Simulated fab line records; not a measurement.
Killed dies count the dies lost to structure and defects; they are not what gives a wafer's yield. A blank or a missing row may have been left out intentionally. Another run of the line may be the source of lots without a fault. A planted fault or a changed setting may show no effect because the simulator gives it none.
Chamber matching ; flow sfq_line ; pecvd-01 running SFQ_TRILAYER_A5C_DEP_PECVD_142: 3 sister chambers
The step deposits SiO2 from SiH4/N2O, time 15.556 s, target thk 70 nm. 22 wafers are shown with their chamber, then 11 later ones without.

## WAFERS PAIRED WITH THEIR CHAMBERS
wafer;chamber;rf_fwd_power_W (W);heater_power_w (W);throttle_valve_pct (%)
L145.2;2;180.1;72;25.1
L145.4;1;180.5;84;24.6
L145.5;2;180.1;75;24.8
L149.2;2;179.7;85;25.0
L149.5;1;180.9;87;24.6
L149.6;0;179.0;71;24.5
L150.1;1;180.5;82;24.8
L150.2;2;180.3;76;25.2
L150.5;1;181.3;83;24.7
L151.2;0;179.1;79;24.6
L151.3;1;181.3;89;24.9
L151.4;0;179.6;77;24.9
L155.3;2;179.4;72;25.3
L155.4;0;180.3;84;24.9
L155.5;1;181.5;90;25.1
L156.2;1;181.2;79;25.1
L156.3;0;179.3;79;25.1
L156.5;0;178.2;79;25.0
L158.1;0;178.8;74;25.2
L158.3;1;181.0;81;25.1
L158.4;1;181.1;84;25.2
L159.1;0;178.5;75;25.1

SIGNATURES, as means of the wafers listed above
reading;chamber 0;chamber 1;chamber 2;scatter within a chamber
rf_fwd_power_W;179.100;181.033;179.920;0.487
heater_power_w;77.25;84.33;76.00;4.18
throttle_valve_pct;24.913;24.900;25.080;0.231
Rule: distance of a wafer from a chamber = root of the sum over the readings of ((wafer's reading minus chamber's mean) / reading's scatter) squared. If the next closest chamber is less than 2 further off than the closest, the wafer can't be placed; otherwise it belongs to the closest. How the scatter is found: for the shown wafers, subtract from each reading the mean of its chamber, square and add these, divide the total by (wafers less chambers), then take the root.

## WAFERS WITH NO CHAMBER GIVEN
wafer;rf_fwd_power_W (W);heater_power_w (W);throttle_valve_pct (%)
L159.4;178.7;78;25.4
L159.6;180.3;83;25.4
L160.2;179.2;80;25.2
L160.4;181.8;93;25.6
L160.6;178.8;80;25.1
L162.3;180.7;75;25.3
L162.5;180.4;91;25.2
L162.6;179.2;85;25.4
L164.2;180.3;85;25.6
L164.3;179.1;79;25.2
L164.4;179.0;80;25.4

## WHICH CHAMBER EACH WENT THROUGH
wafer;from the rows above;in truth
L159.4;can't be placed: 0 or 2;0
L159.6;can't be placed: 2 or 1 or 0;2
L160.2;can't be placed: 0 or 2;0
L160.4;1;1
L160.6;can't be placed: 0 or 2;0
L162.3;can't be placed: 2 or 1 or 0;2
L162.5;can't be placed: 1 or 2 or 0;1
L162.6;can't be placed: 0 or 2 or 1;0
L164.2;can't be placed: 2 or 1 or 0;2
L164.3;can't be placed: 0 or 2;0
L164.4;can't be placed: 0 or 2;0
Placed correctly: 1 of 11. Cannot be placed on the basis of these rows: 10; the candidates contain the true chamber in 10. Number placed wrongly: 0.
